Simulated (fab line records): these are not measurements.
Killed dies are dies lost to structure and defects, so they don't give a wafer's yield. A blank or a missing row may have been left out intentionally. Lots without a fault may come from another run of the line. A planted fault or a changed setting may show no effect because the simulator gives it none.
Problem report, 8D (eight disciplines) form, completed by code | flow sky130 | the parts of the form that need people (team, actions taken, sign-off) are left out

1. PROBLEM STATEMENT
Mean of doseIonsCm2 at SKY_LDD_N_IMPLANT_09: 4.680e+13 across 6 wafers in 2 lots; on wafers with no fault it is 7.501e+13 (standard deviation 7.6e+10). That is -99 or more standard deviations from the usual mean.
First observed at day 25 16:47: wafer L294.2, on implanter-02. The record holds 36 wafers of 12 lots with a number at this step. Rule for "out", or "out of limits": more than 4 standard deviations from the usual mean. The other wafers with a number count as sound.

2. WHAT IT IS AND WHAT IT IS NOT
question                    | is                            | is not
which readings at this step | doseIonsCm2, faradayCurrentUA | -
which lots                  | L294, L295                    | L277, L279, L280, L281, L285, L286, L287, L288, L296, L297
which wafers of those lots  | all that have a number        | -
read on which tools         | implanter-02                  | implanter-03, implanter-04
when                        | from day 25 16:47             | up to then (24 sound wafers); but 6 sound wafers of L296, L297 came after

3. THE SUSPECTS, EACH WITH WHAT RULES IT OUT
Counting: a tool stays on the suspect list if, at a process step up to the reading, it processed all lots that are out and no sound lot following the first of them.
- implanter-02 at SKY_LDD_N_IMPLANT_09: kept. Every lot that is out went through it, starting with L294 (day 25 16:47), and after that it ran no sound lot; the last sound lot it ran before then is L288 (day 23 09:46). On those wafers its own readings are out: doseIonsCm2, faradayCurrentUA.
Left after counting: implanter-02 at SKY_LDD_N_IMPLANT_09.

4. THE CAUSE (what the simulator had put in)
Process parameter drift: implanter-02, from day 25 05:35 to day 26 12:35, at SKY_LDD_N_IMPLANT_09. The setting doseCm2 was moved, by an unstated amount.
The count eliminated every tool but this one.

5. SEQUENCE OF EFFECTS, ordered by route
Each row: a reading whose mean over the struck wafers that have a number lies more than 3 standard deviations from the usual. Only readings whose record carries a usual standard deviation are examined. hours: median over the lots of the time between each lot's start at the first step of this table that gives one and its start at this step. sigmas: the change, counted in usual standard deviations.
hours | step                 | reading              | usual     | on struck wafers | change     | sigmas
0     | SKY_LDD_N_IMPLANT_09 | doseIonsCm2          | 7.501e+13 | 4.680e+13        | -2.821e+13 | -99 or more
0     | SKY_LDD_N_IMPLANT_09 | faradayCurrentUA     | 424       | 265              | -159       | -18
1     | SKY_LDD_N_STRIP_16   | stripTimeToEndpointS | 4.317 s   | 4.237            | -0.080     | -6.7
Process steps it contains:
- SKY_LDD_N_IMPLANT_09
- SKY_LDD_N_STRIP_16: strips in O2/N2.

6. HOW IT WOULD HAVE BEEN CAUGHT EARLIER
First out-of-limits reading in this record: day 25 16:47, which is 11 hours after fault onset at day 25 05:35.
